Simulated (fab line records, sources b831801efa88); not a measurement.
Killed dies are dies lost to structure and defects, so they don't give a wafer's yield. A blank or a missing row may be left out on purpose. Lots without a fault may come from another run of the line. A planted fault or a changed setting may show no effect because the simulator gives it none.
One fault seen from 2 desks | flow sfq_line | each desk has only its own numbers; what lay behind them comes last

THE TOOL OWNER'S DESK: litho_track-01
The tool's own readings at SFQ_TRILAYER_I3_VIA_LITHO_PEB_088 (peb time 60 s): means of the sampled wafers that have a number, for each lot that ran on this tool. A lot is out of limits, marked OUT, if its mean lies more than 4 standard deviations from the usual mean; the brackets give that distance.
Columns: A = heater_power_total_W at SFQ_TRILAYER_I3_VIA_LITHO_PEB_088, usual 79.15 W; B = plate_temp_C at SFQ_TRILAYER_I3_VIA_LITHO_PEB_088, usual 114.99 C; C = resist_line_temp_C at SFQ_TRILAYER_I3_VIA_LITHO_PEB_088, usual 22.99 C
lot  | first seen here | A               | B                | C
L175 | day 43 09:47    | 79.16           | 115.14           | 22.97
L186 | day 53 08:44    | 77.22 (-28) OUT | 112.80 (-18) OUT | 23.04
L187 | day 53 12:20    | 77.16 (-28) OUT | 112.73 (-19) OUT | 23.03
This desk's finding: out of limits on L186, L187; first on L186, day 53 08:44 (heater_power_total_W at SFQ_TRILAYER_I3_VIA_LITHO_PEB_088). In limits: L175.

THE METROLOGY DESK
What the gauges read, lot by lot, whatever tool the lot ran on: means of the sampled wafers that have a number. A lot is out of limits, marked OUT, if its mean lies more than 4 standard deviations from the usual mean; the brackets give that distance.
Columns: A = I3_BOW at SFQ_I3_BOW_MEAS_922, usual 2 um; B = I3_OVL at SFQ_I3_OVL_MEAS_923, usual -2 nm
lot  | first seen here | A  | B
L175 | day 43 06:31    | -4 | -1
L177 | day 43 16:16    | 2  | -1
L186 | day 47 22:25    | 6  | -11
L187 | day 48 02:19    | 11 | -1
L194 | day 50 13:09    | 8  | -8
L198 | day 51 11:18    | 3  | -6
This desk's finding: nothing out of limits on any of the 6 lots.

PUT TOGETHER
The tool owner's desk could have raised an alarm at day 53 08:44, on L186, L187.
The metrology desk saw nothing out of limits.
The metrology desk has L186, L187 on record, within its limits.
Of the lots named, all ran SFQ_TRILAYER_I3_VIA_LITHO_PEB_088 on litho_track-01.

WHAT THE SIMULATOR HAD PUT IN
Process parameter drift: litho_track-01, from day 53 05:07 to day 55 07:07, at SFQ_TRILAYER_I3_VIA_LITHO_PEB_088. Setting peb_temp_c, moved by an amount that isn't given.
Lots struck among those shown: L186, L187.
Hours from the fault's start to each desk's first reading out of limits: the tool owner's desk, 4.
